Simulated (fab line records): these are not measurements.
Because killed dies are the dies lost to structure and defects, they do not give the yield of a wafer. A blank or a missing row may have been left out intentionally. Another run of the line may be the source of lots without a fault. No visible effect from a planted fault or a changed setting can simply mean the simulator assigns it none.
Which tool is to blame? + flow sky130 + 12 lots, 36 wafers sampled, at 5 steps of a route of 708

WHAT THE GAUGES READ, wafer by wafer
SKY_VT_ADJUST_NCORE_TW_MEAS_11. Usual: VT_ADJUST_NCORE_TW gives 219.2 (standard deviation 1.9).
| lot  | measured     | on           | VT_ADJUST_NCORE_TW | flag |
|------|--------------|--------------|--------------------|------|
| L831 | day 8 12:50  | filmMetro-03 | 221.7 221.0 221.4  |      |
| L833 | day 9 05:32  | filmMetro-01 | 219.1 219.1 219.8  |      |
| L836 | day 10 07:49 | filmMetro-01 | 217.2 217.7 217.0  |      |
| L837 | day 10 10:52 | filmMetro-03 | 220.6 220.5 220.5  |      |
| L838 | day 10 15:07 | filmMetro-03 | 219.9 220.4 220.0  |      |
| L841 | day 11 13:05 | filmMetro-01 | 266.2 267.2 265.7  | OFF  |
| L845 | day 12 17:26 | filmMetro-01 | 264.9 265.0 263.1  | OFF  |
| L846 | day 12 22:59 | filmMetro-03 | 221.3 221.3 221.1  |      |
| L848 | day 13 16:59 | filmMetro-01 | 217.8 217.0 218.7  |      |
| L849 | day 13 18:45 | filmMetro-03 | 219.7 219.2 218.9  |      |
| L853 | day 14 23:17 | filmMetro-01 | 216.5 216.7 217.2  |      |
| L854 | day 15 12:25 | filmMetro-03 | 220.8 219.2 220.6  |      |

SKY_LDD_LDN_OVL_MEAS_07. Usual: LDD_LDN_OVL gives 0.2 nm (standard deviation 1.5).
| lot  | measured     | on         | LDD_LDN_OVL (nm) | flag |
|------|--------------|------------|------------------|------|
| L831 | day 22 18:08 | overlay-02 | -0.6 1.1 0.5     |      |
| L833 | day 23 01:17 | overlay-02 | -0.2 -2.2 0.8    |      |
| L836 | day 24 19:14 | overlay-02 | 0.0 1.3 0.1      |      |
| L837 | day 27 16:17 | overlay-02 | 0.1 0.6 -1.3     |      |
| L838 | day 27 16:58 | overlay-02 | -1.0 1.2 0.6     |      |
| L841 | day 27 16:23 | overlay-01 | -0.1 -0.1 1.5    |      |
| L845 | day 27 20:11 | overlay-01 | -3.4 -1.2 -1.7   |      |
| L846 | day 28 01:29 | overlay-02 | 0.3 0.6 1.9      |      |
| L848 | day 28 17:25 | overlay-02 | -0.1 -1.3 -0.8   |      |
| L849 | day 28 20:58 | overlay-01 | -1.2 -0.2 -0.2   |      |
| L853 | day 31 09:07 | overlay-02 | -0.5 0.2 0.1     |      |
| L854 | day 31 08:53 | overlay-02 | 1.8 0.3 1.2      |      |

SKY_SPACER_THK_MEAS_01. Usual: SPACER_CVD_00_THK gives 43.1 nm (standard deviation 0.41).
| lot  | measured     | on           | SPACER_CVD_00_THK (nm) | flag |
|------|--------------|--------------|------------------------|------|
| L831 | day 22 21:59 | filmMetro-02 | 42.4 42.3 42.1         |      |
| L833 | day 23 03:20 | filmMetro-04 | 42.9 43.0 43.0         |      |
| L836 | day 24 21:17 | filmMetro-02 | 43.2 43.6 43.4         |      |
| L837 | day 27 18:52 | filmMetro-04 | 43.7 43.5 43.5         |      |
| L838 | day 27 21:26 | filmMetro-04 | 43.3 43.0 42.6         |      |
| L841 | day 27 18:53 | filmMetro-02 | 43.3 43.3 42.9         |      |
| L845 | day 27 22:38 | filmMetro-04 | 43.2 43.0 43.4         |      |
| L846 | day 28 03:32 | filmMetro-02 | 43.1 43.4 43.4         |      |
| L848 | day 28 19:28 | filmMetro-02 | 42.5 42.2 42.8         |      |
| L849 | day 28 23:02 | filmMetro-04 | 42.6 42.8 42.7         |      |
| L853 | day 31 11:26 | filmMetro-04 | 43.8 43.5 43.5         |      |
| L854 | day 31 11:26 | filmMetro-02 | 43.3 42.7 43.3         |      |

EACH LOT AND THE TOOL THAT RAN IT (in order: tool; ch and the chambers of the sampled wafers; start)
| lot  | SKY_VT_ADJUST_NCORE_IMPLANT_09  | SKY_LDD_HVP_STRIP_09                |
|------|---------------------------------|-------------------------------------|
| L831 | implanter-03 ch 0, day 8 12:36  | plasmaAsher-02 ch 0,1, day 21 11:33 |
| L833 | implanter-04 ch 0, day 9 05:17  | plasmaAsher-02 ch 0,1, day 21 18:44 |
| L836 | implanter-02 ch 0, day 10 07:34 | plasmaAsher-02 ch 0,1, day 23 13:56 |
| L837 | implanter-04 ch 0, day 10 10:37 | plasmaAsher-04 ch 0,1, day 26 11:11 |
| L838 | implanter-02 ch 0, day 10 14:52 | plasmaAsher-04 ch 0,1, day 26 12:44 |
| L841 | implanter-02 ch 0, day 11 12:19 | plasmaAsher-03 ch 0,1, day 26 11:31 |
| L845 | implanter-03 ch 0, day 12 16:52 | plasmaAsher-03 ch 0,1, day 26 15:33 |
| L846 | implanter-03 ch 0, day 12 22:44 | plasmaAsher-04 ch 0,1, day 26 20:39 |
| L848 | implanter-03 ch 0, day 13 16:34 | plasmaAsher-02 ch 0,1, day 27 13:56 |
| L849 | implanter-03 ch 0, day 13 18:28 | plasmaAsher-03 ch 0,1, day 27 17:03 |
| L853 | implanter-04 ch 0, day 14 23:02 | plasmaAsher-04 ch 0,1, day 30 05:57 |
| L854 | implanter-03 ch 0, day 15 12:10 | plasmaAsher-03 ch 0,1, day 30 05:50 |
- SKY_VT_ADJUST_NCORE_IMPLANT_09
- SKY_LDD_HVP_STRIP_09: strips in O2/N2.

AS READ BY THE TOOLS THEMSELVES (means over the sampled wafers that have a number; for cases with no such wafer, the mark the record gives instead)
SKY_VT_ADJUST_NCORE_IMPLANT_09. Usual: faradayCurrentUA 13.52, standard deviation 0.27.
| lot  | tool         | faradayCurrentUA | flag |
|------|--------------|------------------|------|
| L831 | implanter-03 | 13.63            |      |
| L833 | implanter-04 | 13.52            |      |
| L836 | implanter-02 | 13.59            |      |
| L837 | implanter-04 | 13.29            |      |
| L838 | implanter-02 | 13.60            |      |
| L841 | implanter-02 | 13.80            |      |
| L845 | implanter-03 | 13.42            |      |
| L846 | implanter-03 | 13.61            |      |
| L848 | implanter-03 | 13.58            |      |
| L849 | implanter-03 | 13.47            |      |
| L853 | implanter-04 | 13.49            |      |
| L854 | implanter-03 | 13.52            |      |

SKY_LDD_HVP_STRIP_09. Usual: drypumpMotorCurrentA 5.5 A, standard deviation 0.41; oesProductAu 0.409 a.u., standard deviation 0.0048; stripTimeToEndpointS 4.135 s, standard deviation 0.014.
| lot  | tool           | drypumpMotorCurrentA (A) | oesProductAu (a.u.) | stripTimeToEndpointS (s) | flag |
|------|----------------|--------------------------|---------------------|--------------------------|------|
| L831 | plasmaAsher-02 | 5.1                      | 0.408               | 4.141                    |      |
| L833 | plasmaAsher-02 | 5.3                      | 0.409               | 4.132                    |      |
| L836 | plasmaAsher-02 | 5.3                      | 0.406               | 4.149                    |      |
| L837 | plasmaAsher-04 | 6.1                      | 0.414               | 4.129                    |      |
| L838 | plasmaAsher-04 | 6.1                      | 0.410               | 4.130                    |      |
| L841 | plasmaAsher-03 | 5.4                      | 0.414               | 4.144                    |      |
| L845 | plasmaAsher-03 | 5.4                      | 0.411               | 4.130                    |      |
| L846 | plasmaAsher-04 | 6.1                      | 0.412               | 4.140                    |      |
| L848 | plasmaAsher-02 | 5.1                      | 0.408               | 4.132                    |      |
| L849 | plasmaAsher-03 | 5.4                      | 0.411               | 4.133                    |      |
| L853 | plasmaAsher-04 | 6.0                      | 0.408               | 4.144                    |      |
| L854 | plasmaAsher-03 | 5.4                      | 0.408               | 4.134                    |      |

THE ANSWER, worked out from the rows above alone
Rule: a lot is off if the mean of its wafers that have a number lies more than 3 standard deviations from the usual mean. Also off: a lot with no number at a reading for which 4 or more lots have one. Any other lot the step has rows for is counted as sound. First the gauges in route order, then the tools' own readings, where a lot's mean is used as printed above. The first step at which some lot is off is used, and at that step the reading that is off furthest; a lot without a number counts as furthest.
Off: at SKY_VT_ADJUST_NCORE_TW_MEAS_11 (VT_ADJUST_NCORE_TW), L841, L845.
A tool fits if, at a process step before that reading, it ran every lot that is off, and no sound lot after the first of them. The gauges at SKY_VT_ADJUST_NCORE_TW_MEAS_11 are tried like those tools. Of those tried, none fits.

WHAT HAD BEEN PUT IN BY THE SIMULATOR
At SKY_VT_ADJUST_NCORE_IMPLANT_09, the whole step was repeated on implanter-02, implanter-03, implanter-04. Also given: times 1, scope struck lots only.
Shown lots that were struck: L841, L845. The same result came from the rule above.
